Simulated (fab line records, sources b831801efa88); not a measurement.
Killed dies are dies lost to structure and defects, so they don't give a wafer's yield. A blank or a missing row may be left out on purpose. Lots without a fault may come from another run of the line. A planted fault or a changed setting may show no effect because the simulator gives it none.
fab line records | flow sky130 | part 1 of 2: steps 1 to 29 of 43
record lots=5 wafers=15 last_day=50
route steps=708 shown SONOS_TUNNEL@160 SONOS_ONO@168 GATE_OXIDE@187
lots that met no fault: from a run of the same line without faults
start_h: hours from the record's first day to the start of the lot's first wafer shown | wait_h: hours since the lot's step before | " the same as in the row above | L1.1+2: a row that stands for several wafers | - no value, or no start given | * or withheld: withheld | < > ~ a bound
route shown NAME@n: a module of which the file shows steps, and the number in the route of the first | usual: mean/standard deviation of fault-free wafers | same: alike in all rows | chamber/n: place in a boat | sites: the reading at each site | _std_site: their standard deviation | _edge_site: outer sites' mean less inner sites' | radius_mm: how far each site lies from the wafer's centre | mask NAME#n: copy n | behind: the tool/chamber that last shaped the wafer | hold: why the lot was held/for how many hours/how that ended | device: the transistor (n, p or np) that didn't switch | end of line: the same wafers' tests at the end of the route | a step without rows: its recipe alone | killed: dies lost to structure and defects at the first sort, not the wafer's yield | map: a wafer's dies, x killed, . not, _ none there
set.NAME: the setting as run; set.NAME@STEP: as run at that earlier step | model.NAME: the simulator's own value behind a step, which no gauge read
lots at some steps of the route; a table a step, a row a wafer
services: from which hour (start_h, from the record's first day; less than 0 if before it) a tool's chamber was out of use, for how many hours, and why
## steps
# step SKY_SONOS_TUNNEL_DEVELOP_06
# recipe resist=NOVOLAK developer=TMAH develop_time_s=60 dev_temp_c=23
# columns lot.wafer tool chamber start_h wait_h
L077.1+2+6 litho_track-04 0 271.66 0.1
L083.2+3+5 litho_track-04 0 318.99 0.1
L089.1+3+4 litho_track-01 0 360.79 0.1
L090.1+3+4 litho_track-01 0 381.39 0.1
L096.2+4+6 litho_track-03 0 433.25 0.1
# step SKY_SONOS_TUNNEL_CD_MEAS_07
# recipe target_cd_nm=410
# usual cd_nm=409.6/2.1
# columns lot.wafer tool chamber start_h wait_h cd_nm
L077.1 cd_sem-01 - 271.81 0.1 407.0
L077.2 " - " " 406.4
L077.6 " - " " 408.5
L083.2 cd_sem-01 - 319.13 0.1 410.6
L083.3 " - " " 410.1
L083.5 " - " " 410.7
L089.1 cd_sem-01 - 360.94 0.1 410.1
L089.3 " - " " 410.3
L089.4 " - " " 409.6
L090.1 cd_sem-02 - 381.54 0.1 410.8
L090.3 " - " " 408.6
L090.4 " - " " 407.6
L096.2 cd_sem-01 - 433.39 0.1 408.7
L096.4 " - " " 409.6
L096.6 " - " " 408.7
# step SKY_SONOS_TUNNEL_OVL_MEAS_08
# usual SONOS_TUNNEL_OVL=-0.4/1.3
# columns lot.wafer tool chamber start_h wait_h SONOS_TUNNEL_OVL[nm]
L077.1 overlay-02 - 271.93 0.1 1.3
L077.2 " - " " 0.3
L077.6 " - " " -2.3
L083.2 overlay-01 - 319.24 0.1 0.2
L083.3 " - " " -0.6
L083.5 " - " " 1.3
L089.1 overlay-02 - 361.06 0.1 1.3
L089.3 " - " " -0.9
L089.4 " - " " 0.5
L090.1 overlay-02 - 381.66 0.1 0.7
L090.3 " - " " -0.3
L090.4 " - " " -0.1
L096.2 overlay-02 - 433.50 0.1 1.7
L096.4 " - " " 1.5
L096.6 " - " " 1.6
# step SKY_SONOS_TUNNEL_IMPLANT_09
# recipe species=B energy_kev=20 dose_cm2=1e+12 tilt_deg=withheld
# columns lot.wafer tool chamber start_h wait_h
L077.1+2+6 implanter-02 0 271.97 0.0
L083.2+3+5 implanter-02 0 319.29 0.0
L089.1+3+4 implanter-04 0 361.10 0.0
L090.1+3+4 implanter-02 0 381.70 0.0
L096.2+4+6 implanter-04 0 433.55 0.0
# step SKY_SONOS_TUNNEL_WET_ETCH_10
# recipe chemistry=dHF target_depth_nm=14 target=SiO2 dilution=100:1 temp_c=25 time_s=280
# usual bath_heat_duty_pct=6.7/0.8
# columns lot.wafer tool chamber start_h wait_h bath_heat_duty_pct
L077.1 wet_bench-03 1 272.12 0.1 7.4
L077.2 " 1 " " 6.9
L077.6 " 1 " " 6.2
L083.2 wet_bench-02 0 319.42 0.1 8.1
L083.3 " 0 " " 7.7
L083.5 " 0 " " 7.7
L089.1 wet_bench-02 3 361.25 0.1 7.0
L089.3 " 3 " " 7.3
L089.4 " 3 " " 5.8
L090.1 wet_bench-02 0 381.85 0.1 7.0
L090.3 " 0 " " 7.4
L090.4 " 0 " " 8.0
L096.2 wet_bench-03 1 433.68 0.1 6.8
L096.4 " 1 " " 7.1
L096.6 " 1 " " 7.0
# step SKY_SONOS_TUNNEL_STRIP_11
# recipe chemistry=SPM time_s=600 temp_c=130
# usual bath_heat_duty_pct=15.2/1.8
# columns lot.wafer tool chamber start_h wait_h bath_heat_duty_pct
L077.1 wet_bench-04 1 272.20 0.0 11.4
L077.2 " 1 " " 11.2
L077.6 " 1 " " 11.0
L083.2 wet_bench-03 1 319.50 0.0 17.3
L083.3 " 1 " " 16.0
L083.5 " 1 " " 15.8
L089.1 wet_bench-04 1 361.33 0.0 11.6
L089.3 " 1 " " 11.6
L089.4 " 1 " " 10.6
L090.1 wet_bench-03 1 381.93 0.0 17.5
L090.3 " 1 " " 17.0
L090.4 " 1 " " 17.5
L096.2 wet_bench-02 1 433.77 0.0 15.8
L096.4 " 1 " " 16.4
L096.6 " 1 " " 15.9
# step SKY_SONOS_TUNNEL_TW_MEAS_12
# usual SONOS_TUNNEL_TW=198.7/1.7
# columns lot.wafer tool chamber start_h wait_h SONOS_TUNNEL_TW
L077.1 film_metro-01 - 272.38 0.0 200.6
L077.2 " - " " 200.4
L077.6 " - " " 200.3
L083.2 film_metro-04 - 319.69 0.0 196.9
L083.3 " - " " 196.4
L083.5 " - " " 197.5
L089.1 film_metro-04 - 361.72 0.0 196.9
L089.3 " - " " 196.3
L089.4 " - " " 196.7
L090.1 film_metro-01 - 382.11 0.0 201.5
L090.3 " - " " 200.2
L090.4 " - " " 199.9
L096.2 film_metro-04 - 433.95 0.0 198.4
L096.4 " - " " 197.4
L096.6 " - " " 198.9
# step SKY_SONOS_TUNNEL_CLEAN_13
# recipe chemistry=dHF time_s=20 dilution=100:1 dry=ipa_marangoni
# columns lot.wafer tool chamber start_h wait_h
L077.1+2+6 wet_bench-03 3 272.44 0.1
L083.2+3+5 wet_bench-04 2 319.74 0.0
L089.1+3+4 wet_bench-03 0 361.78 0.1
L090.1+3+4 wet_bench-02 3 382.17 0.1
L096.2+4+6 wet_bench-04 1 434.00 0.0
# step SKY_SONOS_ONO_OXIDATION_00
# recipe temp_c=800 ambient=O2 idle_temp_c=700 ramp_up_c_per_min=10 ramp_down_c_per_min=3 stabilise_s=600 purge_s=300 target_thk_a=26 ox_time_s=1249
# usual spike_tc_upper_C=800.4/1.6
# columns lot.wafer tool chamber start_h wait_h spike_tc_upper_C
L077.1 furnace-02 0 272.97 0.5 798.2
L077.2 " 0 " " 800.2
L077.6 " 0 " " 800.4
L083.2 furnace-01 0 320.83 1.1 801.0
L083.3 " 0 " " 801.0
L083.5 " 0 " " 801.1
L089.1 furnace-01 0 362.42 0.6 803.1
L089.3 " 0 " " 801.0
L089.4 " 0 " " 801.9
L090.1 furnace-02 0 383.40 1.2 797.4
L090.3 " 0 " " 798.3
L090.4 " 0 " " 798.3
L096.2 furnace-01 0 434.01 0.0 801.8
L096.4 " 0 " " 801.1
L096.6 " 0 " " 803.2
# step SKY_SONOS_ONO_THK_MEAS_01
# recipe reads=SiO2_of_SONOS_ONO_OXIDATION_00
# usual SONOS_ONO_OXIDATION_THK=2.60/0.063
# columns lot.wafer tool chamber start_h wait_h SONOS_ONO_OXIDATION_THK[nm]
L077.1 film_metro-01 - 274.32 0.0 2.62
L077.2 " - " " 2.58
L077.6 " - " " 2.64
L083.2 film_metro-02 - 322.19 0.0 2.63
L083.3 " - " " 2.67
L083.5 " - " " 2.59
L089.1 film_metro-02 - 363.76 0.0 2.63
L089.3 " - " " 2.64
L089.4 " - " " 2.61
L090.1 film_metro-01 - 384.75 0.0 2.69
L090.3 " - " " 2.64
L090.4 " - " " 2.68
L096.2 film_metro-03 - 435.37 0.0 2.57
L096.4 " - " " 2.60
L096.6 " - " " 2.58
# step SKY_SONOS_ONO_CVD_02
# recipe material=Si3N4 precursor=DCS/NH3 target_thk_nm=10.5 temp_c=770 time_s=180 pressure_mtorr=250
# usual spike_tc_upper_C=770.0/1.5
# columns lot.wafer tool chamber start_h wait_h spike_tc_upper_C
L077.1 lpcvd-02 1 274.38 0.1 771.4
L077.2 " 1 " " 770.3
L077.6 " 1 " " 771.5
L083.2 lpcvd-02 1 322.24 0.0 770.5
L083.3 " 1 " " 771.2
L083.5 " 1 " " 772.0
L089.1 lpcvd-02 0 363.82 0.1 770.2
L089.3 " 0 " " 767.9
L089.4 " 0 " " 768.5
L090.1 lpcvd-02 0 386.61 1.8 770.6
L090.3 " 0 " " 768.6
L090.4 " 0 " " 770.3
L096.2 lpcvd-02 0 435.42 0.0 768.2
L096.4 " 0 " " 770.5
L096.6 " 0 " " 767.4
# step SKY_SONOS_ONO_THK_MEAS_03
# recipe reads=Si3N4_of_SONOS_ONO_CVD_02
# usual SONOS_ONO_CVD_02_THK=10.53/0.13
# columns lot.wafer tool chamber start_h wait_h SONOS_ONO_CVD_02_THK[nm]
L077.1 film_metro-03 - 275.43 0.0 10.49
L077.2 " - " " 10.45
L077.6 " - " " 10.44
L083.2 film_metro-02 - 323.30 0.0 10.54
L083.3 " - " " 10.60
L083.5 " - " " 10.58
L089.1 film_metro-03 - 364.87 0.0 10.32
L089.3 " - " " 10.36
L089.4 " - " " 10.48
L090.1 film_metro-02 - 387.66 0.0 10.62
L090.3 " - " " 10.68
L090.4 " - " " 10.51
L096.2 film_metro-03 - 436.48 0.0 10.35
L096.4 " - " " 10.54
L096.6 " - " " 10.48
# step SKY_SONOS_ONO_CVD_04
# recipe material=SiO2 precursor=SiH4/N2O target_thk_nm=5.7199 temp_c=900 pressure_mtorr=400
# usual spike_tc_upper_C=900.2/0.96
# columns lot.wafer tool chamber start_h wait_h spike_tc_upper_C
L077.1 lpcvd-03 1 275.49 0.1 899.3
L077.2 " 1 " " 899.9
L077.6 " 1 " " 900.5
L083.2 lpcvd-03 0 323.35 0.0 898.2
L083.3 " 0 " " 902.0
L083.5 " 0 " " 900.5
L089.1 lpcvd-03 0 364.93 0.1 901.2
L089.3 " 0 " " 899.6
L089.4 " 0 " " 900.8
L090.1 lpcvd-03 1 387.72 0.1 900.8
L090.3 " 1 " " 900.3
L090.4 " 1 " " 901.7
L096.2 lpcvd-03 0 436.53 0.0 899.8
L096.4 " 0 " " 900.4
L096.6 " 0 " " 899.3
# step SKY_SONOS_ONO_THK_MEAS_05
# recipe reads=SiO2_of_SONOS_ONO_CVD_04
# usual SONOS_ONO_CVD_04_THK=5.72/0.13
# columns lot.wafer tool chamber start_h wait_h SONOS_ONO_CVD_04_THK[nm]
L077.1 film_metro-02 - 277.36 0.0 6.01
L077.2 " - " " 5.96
L077.6 " - " " 6.10
L083.2 film_metro-01 - 324.61 0.0 5.68
L083.3 " - " " 5.78
L083.5 " - " " 5.83
L089.1 film_metro-03 - 366.18 0.0 5.65
L089.3 " - " " 5.79
L089.4 " - " " 5.69
L090.1 film_metro-01 - 388.97 0.0 5.64
L090.3 " - " " 5.63
L090.4 " - " " 5.62
L096.2 film_metro-01 - 437.79 0.0 5.61
L096.4 " - " " 5.63
L096.6 " - " " 5.62
# step SKY_SONOS_ONO_DEHYDRATE_06
# recipe temp_c=200 time_s=60
# columns lot.wafer tool chamber start_h wait_h
L077.1+2+6 litho_track-02 0 289.68 12.3
L083.2+3+5 litho_track-02 0 336.61 12.0
L089.1+3+4 litho_track-02 0 379.43 13.2
L090.1+3+4 litho_track-03 0 402.32 13.3
L096.2+4+6 litho_track-01 0 452.37 14.6
# step SKY_SONOS_ONO_HMDS_07
# recipe prime_time_s=60 prime_temp_c=120
# columns lot.wafer tool chamber start_h wait_h
L077.1+2+6 litho_track-02 0 289.83 0.1
L083.2+3+5 litho_track-02 0 336.76 0.1
L089.1+3+4 litho_track-02 0 379.58 0.1
L090.1+3+4 litho_track-03 0 402.47 0.1
L096.2+4+6 litho_track-01 0 452.52 0.1
# step SKY_SONOS_ONO_COAT_08
# recipe resist=NOVOLAK spin_rpm=3000 resist_thk_nm=1140
# columns lot.wafer tool chamber start_h wait_h
L077.1+2+6 litho_track-02 0 289.98 0.1
L083.2+3+5 litho_track-02 0 336.91 0.1
L089.1+3+4 litho_track-02 0 379.73 0.1
L090.1+3+4 litho_track-03 0 402.62 0.1
L096.2+4+6 litho_track-01 0 452.67 0.1
# step SKY_SONOS_ONO_SOFTBAKE_09
# recipe temp_c=90 time_s=60 resist=NOVOLAK
# columns lot.wafer tool chamber start_h wait_h
L077.1+2+6 litho_track-02 0 290.13 0.1
L083.2+3+5 litho_track-02 0 337.06 0.1
L089.1+3+4 litho_track-02 0 379.88 0.1
L090.1+3+4 litho_track-03 0 402.77 0.1
L096.2+4+6 litho_track-01 0 452.82 0.1
# step SKY_SONOS_ONO_EXPOSE_10
# recipe mask_id=ONOM target_cd_nm=410 na=0.6 source_shape=conventional sigma_outer=0.6 dose_mj=150
# columns lot.wafer tool chamber start_h wait_h mask
L077.1+2+6 iline_stepper-02 0 - - ONOM#0
L083.2+3+5 iline_stepper-02 0 - - ONOM#0
L089.1+3+4 iline_stepper-01 0 - - ONOM#0
L090.1+3+4 iline_stepper-02 0 - - ONOM#0
L096.2+4+6 iline_stepper-01 0 - - ONOM#0
# step SKY_SONOS_ONO_PEB_11
# recipe temp_c=withheld time_s=* resist=NOVOLAK
# columns lot.wafer tool chamber start_h wait_h
L077.1+2+6 litho_track-01 0 - -
L083.2+3+5 litho_track-03 0 - -
L089.1+3+4 litho_track-02 0 - -
L090.1+3+4 litho_track-02 0 - -
L096.2+4+6 litho_track-01 0 - -
# step SKY_SONOS_ONO_DEVELOP_12
# recipe develop_time_s=60 dev_temp_c=23
# columns lot.wafer tool chamber start_h wait_h
L077.1+2+6 litho_track-01 0 302.79 0.1
L083.2+3+5 litho_track-03 0 350.35 0.1
L089.1+3+4 litho_track-02 0 393.93 0.1
L090.1+3+4 litho_track-02 0 417.28 0.1
L096.2+4+6 litho_track-01 0 468.07 0.1
# step SKY_SONOS_ONO_CD_MEAS_13
# recipe target_cd_nm=410
# usual cd_nm=409.9/2.2
# columns lot.wafer tool chamber start_h wait_h cd_nm
L077.1 cd_sem-01 - 302.94 0.1 410.1
L077.2 " - " " 410.5
L077.6 " - " " 407.5
L083.2 cd_sem-02 - 350.49 0.1 406.7
L083.3 " - " " 406.6
L083.5 " - " " 406.3
L089.1 cd_sem-01 - 394.08 0.1 406.6
L089.3 " - " " 410.4
L089.4 " - " " 409.1
L090.1 cd_sem-02 - 417.43 0.1 412.7
L090.3 " - " " 412.2
L090.4 " - " " 412.0
L096.2 cd_sem-01 - 468.21 0.1 409.7
L096.4 " - " " 410.4
L096.6 " - " " 410.2
# step SKY_SONOS_ONO_OVL_MEAS_14
# usual SONOS_ONO_OVL=-0.7/1.2
# columns lot.wafer tool chamber start_h wait_h SONOS_ONO_OVL[nm]
L077.1 overlay-01 - 303.06 0.1 -1.1
L077.2 " - " " -1.4
L077.6 " - " " 0.5
L083.2 overlay-02 - 350.60 0.1 1.9
L083.3 " - " " 0.9
L083.5 " - " " 0.3
L089.1 overlay-01 - 394.20 0.1 -0.9
L089.3 " - " " 0.4
L089.4 " - " " 0.1
L090.1 overlay-01 - 417.55 0.1 -1.9
L090.3 " - " " 0.3
L090.4 " - " " -1.3
L096.2 overlay-02 - 468.32 0.1 2.0
L096.4 " - " " 0.0
L096.6 " - " " 1.3
# step SKY_SONOS_ONO_ETCH_15
# recipe target_depth_nm=19.52 chemistry=CHF3/O2 source_w=600 bias_w=200 pressure_mtorr=40 chf3_flow_sccm=50 O2_flow_sccm=5 time_s=7.8
# usual O2_flow_sccm=5.000/0.014 drypump_motor_current_A=5.8/0.31 oes_product_au=0.997/0.015 throttle_valve_pct=8.823/0.0091
# columns lot.wafer tool chamber start_h wait_h O2_flow_sccm drypump_motor_current_A oes_product_au rf_hours_counter_h throttle_valve_pct
L077.1 rie_diel-03 3 303.10 0.0 5.001 5.4 1.001 71 8.832
L077.2 " 2 " " 5.003 5.9 1.002 43 8.809
L077.6 " 1 " " 4.980 5.6 1.009 - 8.828
L083.2 rie_diel-02 1 350.63 0.0 5.015 5.5 0.971 1 8.818
L083.3 " 0 " " 4.978 5.7 1.035 55 8.830
L083.5 " 0 " " 4.995 5.7 1.032 - 8.836
L089.1 rie_diel-02 3 394.24 0.0 4.981 5.7 0.982 75 8.815
L089.3 " 0 " " 4.996 5.7 1.016 55 8.828
L089.4 " 1 " " 5.006 5.5 0.976 1 8.794
L090.1 rie_diel-03 3 417.59 0.0 4.990 5.4 1.001 73 8.826
L090.3 " 1 " " 5.017 5.6 1.017 57 8.834
L090.4 " 0 " " 5.017 6.2 0.994 36 8.824
L096.2 rie_diel-02 3 468.35 0.0 4.998 5.7 0.985 76 8.827
L096.4 " 1 " " 4.991 5.5 0.965 2 8.818
L096.6 " 0 " " 4.995 5.7 1.019 - 8.820
# step SKY_SONOS_ONO_WET_ETCH_16
# recipe chemistry=dHF target_depth_nm=14 dry=n2_spin target=SiO2 dilution=100:1 temp_c=25 time_s=280
# usual bath_heat_duty_pct=6.2/0.88
# columns lot.wafer tool chamber start_h wait_h bath_heat_duty_pct
L077.1 wet_bench-04 2 303.12 0.0 6.8
L077.2 " 2 " " 5.7
L077.6 " 2 " " 5.7
L083.2 wet_bench-04 1 350.65 0.0 5.0
L083.3 " 1 " " 5.4
L083.5 " 1 " " 5.3
L089.1 wet_bench-01 2 394.26 0.0 7.2
L089.3 " 2 " " 6.5
L089.4 " 2 " " 7.5
L090.1 wet_bench-01 3 417.61 0.0 4.5
L090.3 " 3 " " 5.8
L090.4 " 3 " " 5.5
L096.2 wet_bench-03 3 468.37 0.0 7.5
L096.4 " 3 " " 5.4
L096.6 " 3 " " 5.7
# step SKY_SONOS_ONO_STRIP_17
# recipe chemistry=O2/N2 power_w=1400 pressure_mtorr=1500 platen_temp_c=withheld o2_flow_sccm=3000 n2_flow_sccm=300 overash_fraction=0.5
# usual drypump_motor_current_A=6.1/0.7 oes_product_au=0.710/0.0048 strip_time_to_endpoint_s=14.09/0.051
# columns lot.wafer tool chamber start_h wait_h drypump_motor_current_A oes_product_au rf_hours_counter_h strip_time_to_endpoint_s
L077.1 plasma_asher-03 0 303.20 0.0 6.5 0.700 61 14.05
L077.2 " 1 " " 6.7 0.698 61 14.11
L077.6 " 1 " " 6.7 0.714 - 14.03
L083.2 plasma_asher-01 0 350.74 0.0 5.9 0.712 65 14.07
L083.3 " 0 " " 5.9 0.704 - 14.08
L083.5 " 1 " " 6.7 0.702 - 14.01
L089.1 plasma_asher-02 0 394.34 0.0 4.8 0.715 59 14.09
L089.3 " 1 " " 5.0 0.705 - 14.11
L089.4 " 0 " " 4.8 0.710 - 14.12
L090.1 plasma_asher-03 0 417.70 0.0 6.5 0.701 72 14.08
L090.3 " 0 " " 6.4 0.715 - 14.03
L090.4 " 1 " " 6.7 0.717 - 14.06
L096.2 plasma_asher-02 0 468.46 0.0 4.8 0.718 67 14.17
L096.4 " 0 " " 4.8 0.713 - 14.23
L096.6 " 1 " " 5.0 0.714 - 14.21
# step SKY_SONOS_ONO_WET_ETCH_18
# recipe chemistry=H3PO4 target_depth_nm=15 target=Si3N4 temp_c=160 time_s=172
# usual bath_heat_duty_pct=26/3.6
# columns lot.wafer tool chamber start_h wait_h bath_heat_duty_pct
L077.1 wet_bench-01 0 303.30 0.1 28
L077.2 " 0 " " 32
L077.6 " 0 " " 29
L083.2 wet_bench-03 3 350.84 0.1 28
L083.3 " 3 " " 28
L083.5 " 3 " " 27
L089.1 wet_bench-03 2 394.44 0.1 24
L089.3 " 2 " " 24
L089.4 " 2 " " 25
L090.1 wet_bench-03 1 417.80 0.1 31
L090.3 " 1 " " 33
L090.4 " 1 " " 33
L096.2 wet_bench-03 2 468.56 0.1 23
L096.4 " 2 " " 23
L096.6 " 2 " " 23
# step SKY_GATE_OXIDE_CLEAN_00
# recipe chemistry=SC1/SC2 mix=1:4:20 temp_c=70 time_s=150 dry=n2_spin
# usual bath_heat_duty_pct=13.3/1.9
# columns lot.wafer tool chamber start_h wait_h bath_heat_duty_pct
L077.1 wet_bench-03 0 303.36 0.0 14.3
L077.2 " 0 " " 14.4
L077.6 " 0 " " 14.8
L083.2 wet_bench-01 1 350.89 0.0 13.3
L083.3 " 1 " " 12.8
L083.5 " 1 " " 12.5
L089.1 wet_bench-04 3 394.50 0.0 14.3
L089.3 " 3 " " 14.1
L089.4 " 3 " " 16.4
L090.1 wet_bench-01 0 417.86 0.0 14.4
L090.3 " 0 " " 15.3
L090.4 " 0 " " 16.1
L096.2 wet_bench-04 1 468.62 0.0 10.2
L096.4 " 1 " " 11.0
L096.6 " 1 " " 10.0
# step SKY_GATE_OXIDE_OXIDATION_01
# recipe temp_c=900 ambient=O2 stabilise_s=600 purge_s=300 target_thk_a=102.68 ox_time_s=1473
# usual spike_tc_upper_C=900.4/1.5
# columns lot.wafer tool chamber start_h wait_h spike_tc_upper_C
L077.1 furnace-02 0 305.07 1.7 898.8
L077.2 " 0 " " 898.8
L077.6 " 0 " " 898.6
L083.2 furnace-01 0 352.27 1.3 902.2
L083.3 " 0 " " 902.7
L083.5 " 0 " " 902.3
L089.1 furnace-02 0 395.37 0.8 898.7
L089.3 " 0 " " 900.9
L089.4 " 0 " " 897.3
L090.1 furnace-01 0 418.13 0.2 902.1
L090.3 " 0 " " 900.6
L090.4 " 0 " " 902.6
L096.2 furnace-02 0 470.04 1.4 898.6
L096.4 " 0 " " 899.2
L096.6 " 0 " " 898.2
